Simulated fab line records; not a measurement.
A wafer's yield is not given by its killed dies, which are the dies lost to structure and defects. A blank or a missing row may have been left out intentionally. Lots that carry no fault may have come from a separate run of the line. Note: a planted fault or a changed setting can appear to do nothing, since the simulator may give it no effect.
Matching of chambers ; flow sky130 ; cmp-02 running SKY_VIA1_CMP_02: 4 sister chambers
The step polishes SiO2. 8 wafers are shown with their chamber, then 7 later ones without.

WAFERS PAIRED WITH THEIR CHAMBERS
wafer;chamber;motorCurrentA (A);platenRpm (rpm)
L851.6;3;12.1;60.03
L853.5;0;12.3;59.93
L855.2;1;10.9;60.02
L856.6;2;13.2;59.97
L859.1;3;11.5;60.00
L859.6;2;12.8;59.96
L866.1;0;11.7;59.95
L866.3;1;10.2;60.06

WAFERS MISSING THEIR CHAMBER
wafer;motorCurrentA (A);platenRpm (rpm)
L866.6;10.7;59.96
L871.2;13.7;59.93
L871.4;12.1;59.96
L871.6;13.8;60.11
L872.2;10.6;60.01
L872.3;12.7;60.03
L872.5;12.0;60.02

WHICH CHAMBER EACH ONE RAN IN
wafer;from the rows above;in truth
L866.6;can't be placed: 0 or 3 or 1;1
L871.2;can't be placed: 2 or 0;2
L871.4;can't be placed: 0 or 2 or 3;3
L871.6;can't be placed: 3 or 2 or 1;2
L872.2;can't be placed: 1 or 3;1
L872.3;can't be placed: 3 or 2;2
L872.5;3;3
Correctly placed: 1 of 7. Not placeable from these rows: 6 (in 6, the candidates include the true chamber). Placed wrongly: 0.
How it was worked out, from the rows above alone: a wafer's distance from a chamber is the root of the sum, over the readings, of the square of ((its reading less the chamber's mean) divided by the reading's scatter). The wafer belongs to the nearest chamber; if the next one is less than 2 further off, it can't be placed. The mean given for a chamber averages the wafers shown for that chamber. The scatter: the root of (the sum of the squares of (reading less its chamber's mean) over the shown wafers, divided by (wafers less chambers)).
